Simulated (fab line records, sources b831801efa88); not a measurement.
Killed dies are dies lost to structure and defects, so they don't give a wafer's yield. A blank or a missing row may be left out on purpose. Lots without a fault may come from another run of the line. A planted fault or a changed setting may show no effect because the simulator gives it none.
fab line records | flow sky130
record lots=6 wafers=18 last_day=50
route steps=708 shown VIA1@470
lots that met no fault: from a run of the same line without faults
start_h: hours from the record's first day to the start of the lot's first wafer shown | wait_h: hours since the lot's step before | " the same as in the row above | L1.1+2: a row that stands for several wafers | - no value, or no start given | * or withheld: withheld | < > ~ a bound
route shown NAME@n: a module of which the file shows steps, and the number in the route of the first | usual: mean/standard deviation of fault-free wafers | same: alike in all rows | chamber/n: place in a boat | sites: the reading at each site | _std_site: their standard deviation | _edge_site: outer sites' mean less inner sites' | radius_mm: how far each site lies from the wafer's centre | mask NAME#n: copy n | behind: the tool/chamber that last shaped the wafer | hold: why the lot was held/for how many hours/how that ended | device: the transistor (n, p or np) that didn't switch | end of line: the same wafers' tests at the end of the route | a step without rows: its recipe alone | killed: dies lost to structure and defects at the first sort, not the wafer's yield | map: a wafer's dies, x killed, . not, _ none there
set.NAME: the setting as run; set.NAME@STEP: as run at that earlier step | model.NAME: the simulator's own value behind a step, which no gauge read
lots at some steps of the route; a table a step, a row a wafer
services: from which hour (start_h, from the record's first day; less than 0 if before it) a tool's chamber was out of use, for how many hours, and why
## steps
# step SKY_VIA1_CD_MEAS_12
# recipe target_cd_nm=150
# usual cd_nm=150.4/1.7
# columns lot.wafer tool chamber start_h wait_h cd_nm
L481.1 cd_sem-02 - 805.71 - 149.7
L481.5 " - " " 149.1
L481.6 " - " " 149.3
L482.1 cd_sem-01 - 816.66 - 150.5
L482.2 " - " " 149.6
L482.5 " - " " 148.1
L495.1 cd_sem-02 - 901.00 - 151.3
L495.3 " - " " 153.3
L495.5 " - " " 150.1
L496.3 cd_sem-02 - 910.50 - 150.3
L496.5 " - " " 152.2
L496.6 " - " " 153.7
L498.3 cd_sem-02 - 934.30 - 148.0
L498.4 " - " " 147.4
L498.6 " - " " 147.8
L501.1 cd_sem-02 - 945.96 - 149.9
L501.2 " - " " 149.3
L501.5 " - " " 150.3
# step SKY_VIA1_OVL_MEAS_13
# usual VIA1_OVL=3/4.9
# columns lot.wafer tool chamber start_h wait_h VIA1_OVL[nm]
L481.1 overlay-02 - 805.83 0.1 -2
L481.5 " - " " -4
L481.6 " - " " -1
L482.1 overlay-02 - 816.78 0.1 3
L482.2 " - " " 6
L482.5 " - " " 5
L495.1 overlay-01 - 901.12 0.1 2
L495.3 " - " " 3
L495.5 " - " " 3
L496.3 overlay-02 - 910.59 0.1 5
L496.5 " - " " 8
L496.6 " - " " 0
L498.3 overlay-01 - 934.39 0.1 6
L498.4 " - " " -4
L498.6 " - " " 0
L501.1 overlay-02 - 946.08 0.1 -7
L501.2 " - " " 3
L501.5 " - " " -4
# step SKY_VIA1_ETCH_14
# recipe chemistry=N2/H2 target=BARC ion_energy_ev=200 source_w=500 bias_w=100 pressure_mtorr=30 n2_flow_sccm=100 h2_flow_sccm=200 stop_on=SiO2 time_s=45.9 target_depth_a=600
# usual drypump_motor_current_A=5.7/0.58 oes_product_au=0.854/0.0047 throttle_valve_pct=13.223/0.0091
# columns lot.wafer tool chamber start_h wait_h drypump_motor_current_A oes_product_au rf_hours_counter_h throttle_valve_pct
L481.1 rie_diel-01 2 805.87 0.0 4.9 0.853 11 13.232
L481.5 " 2 " " 4.9 0.852 - 13.229
L481.6 " 0 " " 6.0 0.860 - 13.214
L482.1 rie_diel-01 2 816.82 0.0 4.9 0.851 12 13.221
L482.2 " 1 " " 5.6 0.856 6 13.230
L482.5 " 2 " " 4.9 0.856 - 13.218
L495.1 rie_diel-01 0 901.15 0.0 5.9 0.855 19 13.231
L495.3 " 1 " " 5.6 0.851 9 13.221
L495.5 " 0 " " 5.9 0.849 - 13.226
L496.3 rie_diel-04 2 910.62 0.0 5.7 0.852 20 13.219
L496.5 " 1 " " 5.6 0.854 - 13.220
L496.6 " 0 " " 6.3 0.850 - 13.225
L498.3 rie_diel-04 2 934.42 0.0 5.7 0.848 21 13.212
L498.4 " 0 " " 6.3 0.840 22 13.217
L498.6 " 3 " " 6.1 0.856 - 13.212
L501.1 rie_diel-04 1 946.12 0.0 5.6 0.856 13 13.201
L501.2 " 0 " " 6.3 0.866 22 13.209
L501.5 " 3 " " 6.1 0.854 - 13.234
# step SKY_VIA1_ETCH_15
# recipe target=SiO2 chemistry=C4F8/O2/Ar target_depth_nm=351 stop_on=TiN mask_material=KrF-thick source_w=1500 bias_w=1200 pressure_mtorr=40 c4f8_flow_sccm=withheld O2_flow_sccm=6 Ar_flow_sccm=300 time_s=54
# usual oes_product_au=0.980/0.0063
# columns lot.wafer tool chamber start_h wait_h oes_product_au rf_hours_counter_h
L481.1 rie_diel-01 2 805.91 0.0 0.982 11
L481.5 " 2 " " 0.988 -
L481.6 " 0 " " 0.987 -
L482.1 rie_diel-01 2 816.86 0.0 0.989 12
L482.2 " 1 " " 0.983 6
L482.5 " 2 " " 0.993 -
L495.1 rie_diel-01 0 901.20 0.0 0.987 19
L495.3 " 1 " " 0.994 9
L495.5 " 0 " " 0.970 -
L496.3 rie_diel-04 2 910.66 0.0 0.984 20
L496.5 " 1 " " 0.983 -
L496.6 " 0 " " 0.967 -
L498.3 rie_diel-04 2 934.46 0.0 0.975 21
L498.4 " 0 " " 0.982 22
L498.6 " 3 " " 0.983 -
L501.1 rie_diel-04 1 946.16 0.0 0.980 13
L501.2 " 0 " " 0.970 22
L501.5 " 3 " " 0.983 -
# step SKY_VIA1_STRIP_16
# recipe chemistry=O2/N2 power_w=1400 pressure_mtorr=1500 platen_temp_c=withheld o2_flow_sccm=3000 n2_flow_sccm=300 overash_fraction=0.5
# usual drypump_motor_current_A=5.64/0.26 oes_product_au=0.416/0.004 strip_time_to_endpoint_s=4.467/0.025
# same overash_fraction=0.5
# columns lot.wafer tool chamber start_h wait_h drypump_motor_current_A oes_product_au rf_hours_counter_h strip_time_to_endpoint_s
L481.1 plasma_asher-04 0 805.96 0.0 5.72 0.419 7 4.473
L481.5 " 1 " " 5.23 0.417 - 4.464
L481.6 " 0 " " 5.73 0.416 - 4.435
L482.1 plasma_asher-03 1 816.90 0.0 5.92 0.407 101 4.434
L482.2 " 0 " " 5.97 0.410 101 4.415
L482.5 " 0 " " 5.99 0.415 - 4.439
L495.1 plasma_asher-04 0 901.24 0.0 5.70 0.416 16 4.435
L495.3 " 1 " " 5.24 0.412 - 4.416
L495.5 " 1 " " 5.22 0.409 - 4.412
L496.3 plasma_asher-04 1 910.74 0.1 5.24 0.417 - 4.490
L496.5 " 0 " " 5.74 0.424 - 4.485
L496.6 " 1 " " 5.24 0.418 - 4.516
L498.3 plasma_asher-03 0 934.54 0.1 5.97 0.419 - 4.470
L498.4 " 1 " " 5.91 0.429 - 4.509
L498.6 " 0 " " 5.97 0.421 - 4.461
L501.1 plasma_asher-04 1 946.21 0.0 5.25 0.411 21 4.462
L501.2 " 0 " " 5.72 0.420 21 4.499
L501.5 " 1 " " 5.25 0.424 - 4.460
# step SKY_VIA1_STRIP_17
# recipe chemistry=post_etch_residue_remover time_s=1200 temp_c=72.5
# step SKY_VIA1_CLEAN_18
# recipe chemistry=IPA time_s=180 temp_c=25
# step SKY_VIA1_CLEAN_19
# recipe chemistry=O3/DIW dry=n2_spin
# step SKY_VIA1_SPUTTER_20
# recipe material=TiN target_thk_nm=20 chamber_pressure_pa=5 power_w=4000 time_s=80
# usual throttle_valve_pct=30.0/1
# columns lot.wafer tool chamber start_h wait_h throttle_valve_pct
L481.1 pvd_sputter-01 - 806.59 0.0 30.4
L481.5 " - " " 31.1
L481.6 " - " " 30.5
L482.1 pvd_sputter-02 - 817.54 0.0 28.9
L482.2 " - " " 29.4
L482.5 " - " " 29.6
L495.1 pvd_sputter-04 - 901.90 0.0 30.6
L495.3 " - " " 27.3
L495.5 " - " " 30.7
L496.3 pvd_sputter-02 - 911.30 0.0 30.1
L496.5 " - " " 29.8
L496.6 " - " " 29.4
L498.3 pvd_sputter-04 - 935.10 0.0 30.6
L498.4 " - " " 27.6
L498.6 " - " " 27.4
L501.1 pvd_sputter-01 - 946.80 0.0 31.1
L501.2 " - " " 30.1
L501.5 " - " " 30.1
# step SKY_VIA1_CVD_21
# recipe material=W target_thk_nm=270 time_s=80.902 temp_c=400 pressure_torr=40
# usual heater_power_w=874/50
# columns lot.wafer tool chamber start_h wait_h heater_power_w
L481.1 cvd_w-01 0 806.66 0.0 828
L481.5 " 1 " " 959
L481.6 " 0 " " 827
L482.1 cvd_w-01 0 817.60 0.0 814
L482.2 " 1 " " 933
L482.5 " 0 " " 834
L495.1 cvd_w-02 0 901.96 0.0 874
L495.3 " 1 " " 931
L495.5 " 0 " " 874
L496.3 cvd_w-02 1 911.39 0.1 914
L496.5 " 0 " " 865
L496.6 " 1 " " 900
L498.3 cvd_w-01 1 935.20 0.1 856
L498.4 " 0 " " 781
L498.6 " 0 " " 787
L501.1 cvd_w-01 1 946.86 0.0 871
L501.2 " 0 " " 809
L501.5 " 1 " " 841
# step SKY_VIA1_RS_MEAS_22
# recipe thk_meas_gauge=four-point-probe reads=W_of_VIA1_CVD_21+TiN_of_VIA1_SPUTTER_20
# usual VIA1_W_RS=0.425/0.0066
# columns lot.wafer tool chamber start_h wait_h VIA1_W_RS[ohm/sq]
L481.1 film_metro-04 - 806.75 0.1 0.424
L481.5 " - " " 0.427
L481.6 " - " " 0.435
L482.1 film_metro-03 - 817.69 0.1 0.438
L482.2 " - " " 0.430
L482.5 " - " " 0.429
L495.1 film_metro-04 - 902.05 0.1 0.428
L495.3 " - " " 0.417
L495.5 " - " " 0.428
L496.3 film_metro-02 - 911.49 0.1 0.414
L496.5 " - " " 0.425
L496.6 " - " " 0.417
L498.3 film_metro-02 - 935.30 0.1 0.423
L498.4 " - " " 0.431
L498.6 " - " " 0.427
L501.1 film_metro-03 - 946.95 0.1 0.428
L501.2 " - " " 0.434
L501.5 " - " " 0.423
# step SKY_VIA1_THK_MEAS_23
# recipe thk_meas_gauge=xrf reads=W_of_VIA1_CVD_21
# usual VIA1_W_THK=274/4.6
# columns lot.wafer tool chamber start_h wait_h VIA1_W_THK[nm]
L481.1 film_metro-04 - 806.87 0.1 271
L481.5 " - " " 270
L481.6 " - " " 264
L482.1 film_metro-03 - 817.81 0.1 266
L482.2 " - " " 269
L482.5 " - " " 270
L495.1 film_metro-04 - 902.17 0.1 273
L495.3 " - " " 282
L495.5 " - " " 274
L496.3 film_metro-02 - 911.59 0.1 283
L496.5 " - " " 274
L496.6 " - " " 280
L498.3 film_metro-02 - 935.40 0.1 276
L498.4 " - " " 270
L498.6 " - " " 275
L501.1 film_metro-03 - 947.07 0.1 270
L501.2 " - " " 268
L501.5 " - " " 275
# step SKY_VIA1_CMP_24
# recipe stop_on=SiO2 t_overpolish_s=15 down_force_psi=3.5 platen_rpm=60 target_thk_nm=0 pad_velocity_m_s=0.94248
# usual edge_zone_pressure_frac=0.999/0.0051 head_pressure_psi=3.499/0.0077 motor_current_A=10.9/1.1 overpolish_run_s=14.999/0.0088 time_to_endpoint_s=64/3.8
# columns lot.wafer tool chamber start_h wait_h edge_zone_pressure_frac head_pressure_psi motor_current_A overpolish_run_s time_to_endpoint_s model.W_of_VIA1_CVD_21.thk_nm model.SiO2_of_VIA1_HDPCVD_00.thk_nm
L481.1 cmp-02 0 807.08 0.2 0.993 3.505 10.4 15.004 63 0 342
L481.5 " 1 " " 1.003 3.508 10.3 14.983 69 0 342.5
L481.6 " 2 " " 1.013 3.503 11.1 15.002 60 0 341.4
L482.1 cmp-01 0 817.92 0.1 1.003 3.485 13.1 15.009 57 0 342.6
L482.2 " 2 " " 1.000 3.500 11.5 15.006 58 0 342.9
L482.5 " 0 " " 1.006 3.484 14.1 14.991 57 0 341.9
L495.3 cmp-02 3 902.33 0.1 - - - - - 277.4 344.9
L495.1 " 0 " " - - - - - 269.1 346
L495.5 " 1 " " - - - - - 269.6 343.7
L496.3 cmp-01 2 911.78 0.2 - - - - - 277.9 345
L496.6 " 3 " " - - - - - 275.9 344.2
L496.5 " 0 " " - - - - - 270.9 344.1
L498.4 cmp-01 3 935.44 0.0 1.007 3.498 11.4 15.002 63 0 340.5
L498.3 " 2 " " 1.005 3.501 11.2 15.012 65 0 340.4
L498.6 " 0 " " 0.998 3.492 12.8 14.994 61 0 340.8
L501.1 cmp-01 3 947.18 0.1 0.991 3.480 12.0 14.996 66 0 342.9
L501.2 " 1 " " 1.000 3.508 10.5 14.997 61 0 341
L501.5 " 3 " " 1.004 3.484 11.5 15.005 68 0 342.7
## services
# columns tool chamber start_h hours kind
rie_diel-04 1 783.78 1.3 repair
cmp-01 - 786.59 1.8 repair
rie_diel-01 1 799.99 7.5 repair
pvd_sputter-01 - 824.31 1.1 repair
cmp-02 - 825.52 5.8 pm
cvd_w-02 - 839.92 14.5 repair
pvd_sputter-04 - 843.99 1.3 repair
rie_diel-04 3 850.42 - clean
rie_diel-04 3 850.42 16.6 scheduled_down
pvd_sputter-02 - 868.80 0.9 repair
cvd_w-01 1 873.22 17.6 repair
plasma_asher-03 - 885.83 1.0 repair
cmp-01 - 890.18 0.5 repair
rie_diel-04 1 898.08 1.4 repair
rie_diel-01 3 900.54 6.2 repair
cvd_w-01 - 904.00 14.0 pm
cmp-02 - 912.77 4.0 pm
rie_diel-04 1 915.12 7.9 repair
cmp-01 - 918.79 1.3 repair
rie_diel-01 2 922.82 14.6 repair
pvd_sputter-02 - 924.87 1.9 repair
rie_diel-04 3 925.16 3.4 repair
pvd_sputter-04 - 936.09 3.5 repair
cmp-01 - 943.33 0.4 repair
## key
first_sign step=SKY_VIA1_CMP_24 reading=tool_record direction=missing
effect none on later readings
model_effect step=SKY_VIA1_CMP_24 value=W_of_VIA1_CVD_21.thk_nm without=0 struck=273.5
met_at SKY_VIA1_CMP_24
struck_wafers L495.1,L495.3,L495.5,L496.3,L496.5,L496.6
later_rows_left_out L495.1,L495.3,L495.5,L496.3,L496.5,L496.6
sort_left_out L495.1,L495.3,L495.5,L496.3,L496.5,L496.6
onset_between 817.92 902.33
fault kind=skipped_step_whole tool=cmp-01,cmp-02 chamber=- onset_h=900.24 steps=SKY_VIA1_CMP_24 scope=struck_lots_only
# sort_left_out: the simulated sort isn't trusted on such a fault, so these wafers' sort isn't shown, and their yield isn't known
# later_rows_left_out: the simulator's readings of these wafers behind a module that went badly wrong aren't trusted and aren't shown, but for the sort
